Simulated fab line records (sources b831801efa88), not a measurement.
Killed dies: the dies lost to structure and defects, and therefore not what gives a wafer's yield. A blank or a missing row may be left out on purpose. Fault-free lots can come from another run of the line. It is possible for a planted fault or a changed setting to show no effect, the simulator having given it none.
Which tool did it? / flow sfq-line / Sampling: 14 lots, 42 wafers, 2 of 325 route steps

## WHAT THE GAUGES READ, wafer by wafer
SFQ_M1_RS_MEAS_909: the measuring method here is four-point-probe.
lot=L582; measured=day 10 12:59; on=film-metro-02; M1_NB_RS (ohm/sq)=0.928 0.929 0.924
lot=L584; measured=day 11 05:48; on=film-metro-04; M1_NB_RS (ohm/sq)=0.890 0.865 0.879
lot=L585; measured=day 11 08:11; on=film-metro-03; M1_NB_RS (ohm/sq)=0.902 0.899 0.875
lot=L586; measured=day 12 10:36; on=film-metro-03; M1_NB_RS (ohm/sq)=0.905 0.904 0.905
lot=L587; measured=day 12 21:01; on=film-metro-04; M1_NB_RS (ohm/sq)=0.876 0.905 0.885
lot=L588; measured=day 12 23:10; on=film-metro-02; M1_NB_RS (ohm/sq)=0.904 0.898 0.894
lot=L590; measured=day 13 14:11; on=film-metro-03; M1_NB_RS (ohm/sq)=0.886 0.911 0.886
lot=L593; measured=day 14 08:10; on=film-metro-02; M1_NB_RS (ohm/sq)=0.912 0.915 0.932
lot=L595; measured=day 14 12:59; on=film-metro-02; M1_NB_RS (ohm/sq)=0.594 0.596 0.600 0.594 0.597 0.602
lot=L597; measured=day 15 08:07; on=film-metro-04; M1_NB_RS (ohm/sq)=0.603 0.600 0.605 0.602 0.600 0.603
lot=L599; measured=day 15 22:28; on=film-metro-03; M1_NB_RS (ohm/sq)=0.919 0.897 0.892
lot=L600; measured=day 16 05:40; on=film-metro-02; M1_NB_RS (ohm/sq)=0.888 0.891 0.887
lot=L603; measured=day 17 04:01; on=film-metro-03; M1_NB_RS (ohm/sq)=0.891 0.897 0.898
lot=L604; measured=day 17 08:53; on=film-metro-02; M1_NB_RS (ohm/sq)=0.870 0.870 0.874

## TOOL THAT RAN EACH LOT (tool first, then ch and the chambers of the sampled wafers, then the start)
lot=L582; SFQ_TRILAYER_M1_DEP_SPUTTER_037=pvd-sputter-06, day 10 12:53
lot=L584; SFQ_TRILAYER_M1_DEP_SPUTTER_037=pvd-sputter-05, day 11 05:41
lot=L585; SFQ_TRILAYER_M1_DEP_SPUTTER_037=pvd-sputter-05, day 11 08:05
lot=L586; SFQ_TRILAYER_M1_DEP_SPUTTER_037=pvd-sputter-03, day 12 10:28
lot=L587; SFQ_TRILAYER_M1_DEP_SPUTTER_037=pvd-sputter-05, day 12 20:55
lot=L588; SFQ_TRILAYER_M1_DEP_SPUTTER_037=pvd-sputter-03, day 12 23:04
lot=L590; SFQ_TRILAYER_M1_DEP_SPUTTER_037=pvd-sputter-05, day 13 14:04
lot=L593; SFQ_TRILAYER_M1_DEP_SPUTTER_037=pvd-sputter-06, day 14 08:04
lot=L595; SFQ_TRILAYER_M1_DEP_SPUTTER_037=pvd-sputter-06, day 14 12:52
lot=L597; SFQ_TRILAYER_M1_DEP_SPUTTER_037=pvd-sputter-06, day 15 07:59
lot=L599; SFQ_TRILAYER_M1_DEP_SPUTTER_037=pvd-sputter-05, day 15 22:22
lot=L600; SFQ_TRILAYER_M1_DEP_SPUTTER_037=pvd-sputter-03, day 16 05:34
lot=L603; SFQ_TRILAYER_M1_DEP_SPUTTER_037=pvd-sputter-03, day 17 03:55
lot=L604; SFQ_TRILAYER_M1_DEP_SPUTTER_037=pvd-sputter-03, day 17 08:43
- SFQ_TRILAYER_M1_DEP_SPUTTER_037: material Nb, target thk 200 nm, time 133.3 s.

## WHAT THE TOOLS THEMSELVES READ (means of the sampled wafers that have a number; where no wafer has one, the mark that the record gives instead)
SFQ_TRILAYER_M1_DEP_SPUTTER_037.
lot=L582; tool=pvd-sputter-06; cathode-dc-power-W (W)=1999.9; throttle-valve-pct (%)=28.6
lot=L584; tool=pvd-sputter-05; cathode-dc-power-W (W)=1999.6; throttle-valve-pct (%)=29.8
lot=L585; tool=pvd-sputter-05; cathode-dc-power-W (W)=1999.9; throttle-valve-pct (%)=29.9
lot=L586; tool=pvd-sputter-03; cathode-dc-power-W (W)=1999.9; throttle-valve-pct (%)=29.8
lot=L587; tool=pvd-sputter-05; cathode-dc-power-W (W)=2000.0; throttle-valve-pct (%)=29.7
lot=L588; tool=pvd-sputter-03; cathode-dc-power-W (W)=1999.7; throttle-valve-pct (%)=30.6
lot=L590; tool=pvd-sputter-05; cathode-dc-power-W (W)=2000.5; throttle-valve-pct (%)=29.9
lot=L593; tool=pvd-sputter-06; cathode-dc-power-W (W)=1999.7; throttle-valve-pct (%)=29.5
lot=L595; tool=pvd-sputter-06; cathode-dc-power-W (W)=3016.7; throttle-valve-pct (%)=29.3
lot=L597; tool=pvd-sputter-06; cathode-dc-power-W (W)=3016.9; throttle-valve-pct (%)=29.0
lot=L599; tool=pvd-sputter-05; cathode-dc-power-W (W)=1999.6; throttle-valve-pct (%)=29.7
lot=L600; tool=pvd-sputter-03; cathode-dc-power-W (W)=1999.7; throttle-valve-pct (%)=30.8
lot=L603; tool=pvd-sputter-03; cathode-dc-power-W (W)=2000.1; throttle-valve-pct (%)=31.1
lot=L604; tool=pvd-sputter-03; cathode-dc-power-W (W)=2000.4; throttle-valve-pct (%)=29.9

## THE ANSWER, worked out from the rows above alone
Rule: the usual values come from the lots themselves. The widest of any qualifying gaps counts: lots, ordered by their means at a reading, are off when they make up no more than a third of the lots, leave a main group of 4 or more, and stand apart from it by 3 or more times the standard deviation of that group's means. A main group is skipped when, at the precision printed for the reading in the tables above, its means are all equal. A lot without any number at a reading at which 4 lots or more have one is off too. The other lots that the step has rows for count as sound. After the gauges, taken in route order, come the tools' own readings; for these a lot's mean is taken, as printed above. The first step at which some lot is off is used, and at that step the reading that is off furthest; a lot without a number counts as furthest.
Off: L595, L597, at SFQ_M1_RS_MEAS_909 (M1_NB_RS). The main group: mean 0.897 ohm/sq, standard deviation 0.015.
A tool fits if, at a process step before that reading, it ran every lot that is off, and no sound lot after the first of them. Not tried: the gauges at SFQ_M1_RS_MEAS_909; whatever is off there is also off at SFQ_TRILAYER_M1_DEP_SPUTTER_037, on other tools, and gauge error can't account for it. One fits: SFQ_TRILAYER_M1_DEP_SPUTTER_037 on pvd-sputter-06. A fault onset in the window from L593 (day 14 08:04, its last sound lot) to L595 (day 14 12:52, its first lot off) fits.
The tool's own readings at SFQ_TRILAYER_M1_DEP_SPUTTER_037 bear it out: on the lots that are off they differ by more than 5 times the standard deviation of the sound lots' means. cathode-dc-power-W reads 3016.8 W there against 1999.9 W on the sound lots.

## WHAT THE SIMULATOR PUT IN
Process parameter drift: pvd-sputter-06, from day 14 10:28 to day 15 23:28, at SFQ_TRILAYER_M1_DEP_SPUTTER_037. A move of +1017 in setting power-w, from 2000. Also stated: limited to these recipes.
Struck lots among those shown: L595, L597. This agrees with what the rule above found.
